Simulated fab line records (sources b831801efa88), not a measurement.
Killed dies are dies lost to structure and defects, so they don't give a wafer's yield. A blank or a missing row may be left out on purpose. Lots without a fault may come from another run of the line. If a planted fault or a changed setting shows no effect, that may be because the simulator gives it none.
Tool commonality check | flow sky130 | Sample size 12 lots and 39 wafers

== WHAT PROMPTED THE OPENING ==
At SKY_NWELL_TW_MEAS_15 the reading NWELL_TW is flagged on 1 of 12 lots. Fault-free wafers read 1801, with a standard deviation of 18.
Rule: a lot gets a flag if all its wafers with a number sit over 4 standard deviations from that mean, or if no wafer of it has a number. The other lots count as sound.

lot  | measured     | on            | NWELL_TW, wafer by wafer | flag
L462 | day 5 15:53  | film-metro-02 | 1784 1784 1777           |
L461 | day 5 16:26  | film-metro-04 | 1830 1833 1817           |
L464 | day 6 07:05  | film-metro-03 | 1793 1794 1784           |
L466 | day 6 20:50  | film-metro-02 | 30 30 30 29 30 30        | FLAGGED
L468 | day 7 04:32  | film-metro-02 | 1790 1782 1773           |
L467 | day 7 05:05  | film-metro-02 | 1774 1783 1772           |
L471 | day 8 00:23  | film-metro-02 | 1789 1784 1779           |
L472 | day 8 03:36  | film-metro-03 | 1804 1795 1803           |
L474 | day 8 18:44  | film-metro-02 | 1790 1785 1786           |
L478 | day 9 16:35  | film-metro-04 | 1830 1835 1822           |
L479 | day 9 22:20  | film-metro-03 | 1799 1799 1797           |
L480 | day 10 03:06 | film-metro-03 | 1808 1798 1804           |
Average over the flagged lots: 30; offset from the usual -1771, equal to -98 standard deviations.

== EACH LOT AND THE TOOL IT RAN ON ==
The record holds 1 process step before the reading, out of a route of 708 steps. Read each cell as the tool, then ch plus the chambers that the sampled wafers visited, then the start.
lot  | flag    | SKY_NWELL_EXPOSE_07
L462 |         | iline-stepper-02 ch 0, day 5 07:17
L461 |         | iline-stepper-02 ch 0, day 5 07:43
L464 |         | iline-stepper-02 ch 0, day 5 21:27
L466 | FLAGGED | iline-stepper-02 ch 0, day 6 10:43
L468 |         | iline-stepper-02 ch 0, day 6 18:55
L467 |         | iline-stepper-02 ch 0, day 6 19:10
L471 |         | iline-stepper-02 ch 0, day 7 13:52
L472 |         | iline-stepper-02 ch 0, day 7 17:26
L474 |         | iline-stepper-02 ch 0, day 8 08:33
L478 |         | iline-stepper-02 ch 0, day 9 05:56
L479 |         | iline-stepper-02 ch 0, day 9 12:51
L480 |         | iline-stepper-02 ch 0, day 9 16:38
What the steps here do:
- SKY_NWELL_EXPOSE_07: exposes mask NWM, target cd 840 nm.
- SKY_NWELL_TW_MEAS_15

== FLAGGED AGAINST TOTAL, ONE TOOL AT A TIME (gauges that did the reading follow at the end) ==
step                 | tool             | lots run | flagged | share of the flagged lots | sound lots run after its first flagged lot
SKY_NWELL_EXPOSE_07  | iline-stepper-02 | 12       | 1       | all                       | 8 (L468,L467,L471,L472,L474,L478,L479,L480)
SKY_NWELL_TW_MEAS_15 | film-metro-02    | 6        | 1       | all                       | 4 (L468,L467,L471,L474)
SKY_NWELL_TW_MEAS_15 | film-metro-03    | 4        | 0       | none                      | -
SKY_NWELL_TW_MEAS_15 | film-metro-04    | 2        | 0       | none                      | -

== WHAT IS ALLOWED BY THE TABLE ==
In 2 table rows, all flagged lots were run: iline-stepper-02 (SKY_NWELL_EXPOSE_07), film-metro-02 (SKY_NWELL_TW_MEAS_15).
- iline-stepper-02 at SKY_NWELL_EXPOSE_07 ran 12 lots, 1 of them flagged. Sound lots followed the first flagged one (L468, L467, L471, L472, L474, L478, L479, L480) on it, something a lasting fault affecting the whole tool could not allow.
- film-metro-02 at SKY_NWELL_TW_MEAS_15 ran 6 lots, 1 of them flagged. Sound lots followed the first flagged one (L468, L467, L471, L474) on it, something a lasting fault affecting the whole tool could not allow.
No row of the table ran every flagged lot and no sound lot after the first.

== WHAT THE SIMULATOR PUT IN ==
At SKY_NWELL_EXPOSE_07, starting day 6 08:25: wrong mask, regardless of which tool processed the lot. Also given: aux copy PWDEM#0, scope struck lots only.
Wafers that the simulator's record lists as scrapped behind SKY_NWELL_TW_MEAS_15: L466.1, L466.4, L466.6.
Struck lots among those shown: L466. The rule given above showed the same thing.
